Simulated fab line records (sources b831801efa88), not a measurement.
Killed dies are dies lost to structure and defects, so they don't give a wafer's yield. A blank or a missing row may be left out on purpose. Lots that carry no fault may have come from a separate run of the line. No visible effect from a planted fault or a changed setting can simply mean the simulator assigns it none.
Struck lot and sound lot, side by side :: flow sky130 :: 15 out of 708 route steps
Sound: wafers L554.1, L554.5, L554.6. The struck wafers were L566.1, L566.3, L566.5. At the end, the cause is stated.
Order at every step that has rows: each side's tool, ch and its chambers, its first start. Under that, the readings that differ: sound wafers :: struck wafers :: difference of the means :: sigmas: that difference in standard deviations of wafers without a fault.
alike: a reading whose means differ by less than 2 such deviations, as well as words and numbers matching on both sides. not compared: withheld readings; readings where some wafer has no value; bounds like >300 that might hide an equal value; numbers whose values overlap and for which the record gives no deviation.
The two part at a step that has a row with sigmas, a row that says differs or no value, or rows on one side only. When numbers do not overlap yet have no deviation, they are printed without sigmas and do not part them. Lack of a reading on every wafer of one side parts them only where that side has two or more wafers.

first, 1 step without rows for these wafers: SKY_GATE_OXIDE_OXIDATION_01 (stabilise 600 s, purge 300 s, target thk 10.268 nm).
SKY_GATE_OXIDE_THK_MEAS_02:
  struck on film metro-04, day 18 01:15; sound on film metro-02, day 13 06:12
reading: GATE_OXIDE_OXIDATION_00_THK (nm)
sound: 9.82 10.03 10.01
struck: 10.38 10.40 10.29
difference: +0.40
sigmas: +2
then, 7 steps without rows for these wafers: SKY_GATE_OXIDE_DEHYDRATE_03 (time 60 s); SKY_GATE_OXIDE_HMDS_04 (prime time 60 s); SKY_GATE_OXIDE_COAT_05 (resist thk 1140 nm); SKY_GATE_OXIDE_SOFTBAKE_06 (time 60 s); SKY_GATE_OXIDE_EXPOSE_07 (exposes mask LVOM, target cd 600 nm); SKY_GATE_OXIDE_PEB_08; SKY_GATE_OXIDE_DEVELOP_09 (develop time 60 s).
SKY_GATE_OXIDE_OVL_MEAS_10:
  struck on overlay-02, day 19 07:42; sound on overlay-01, day 14 07:28
  alike: GATE_OXIDE_OVL
then, 2 steps without rows for these wafers: SKY_GATE_OXIDE_IMPLANT_11; SKY_GATE_OXIDE_WET_ETCH_12 (etches SiO2 in dHF, target depth 16.8 nm, time 336 s).
SKY_GATE_OXIDE_STRIP_13: strips in O2/N2.
  sound on plasma asher-01 ch 0,1, day 14 07:45; struck on plasma asher-01 ch 0,1, day 19 08:05
reading: oes product au (a.u.)
sound: 0.708 0.711 0.715
struck: 0.939 0.921 0.940
difference: +0.222
sigmas: +52

reading: strip time to endpoint s (s)
sound: 14.13 14.16 14.12
struck: - - -
difference: no value on the struck wafers
sigmas: 

reading: model.NOVOLAK_of_GATE_OXIDE_COAT_05.thk nm (nm)
sound: 0 0 0
struck: 457.5 458.7 458.4
difference: +458.2
sigmas: 
  alike: drypump motor current A
  not compared: rf hours counter h
SKY_GATE_OXIDE_TW_MEAS_14:
  struck on film metro-03, day 19 08:11; sound on film metro-03, day 14 07:51
  alike: GATE_OXIDE_TW
-- a jump in the record: the struck wafers' starts before and after are 30 days apart (it breaks off in module GATE_OXIDE and resumes in module PAD_OPEN, where the first step shown is number 708 of the route) --
SKY_PAD_OPEN_PROBE_99:
  the record has rows for the struck wafers here (prober-02, day 49 08:59) and none for the sound ones

## WHERE THEY PART
First at SKY_GATE_OXIDE_THK_MEAS_02; last, within this record, at SKY_PAD_OPEN_PROBE_99.

WHY: the cause the simulator had injected
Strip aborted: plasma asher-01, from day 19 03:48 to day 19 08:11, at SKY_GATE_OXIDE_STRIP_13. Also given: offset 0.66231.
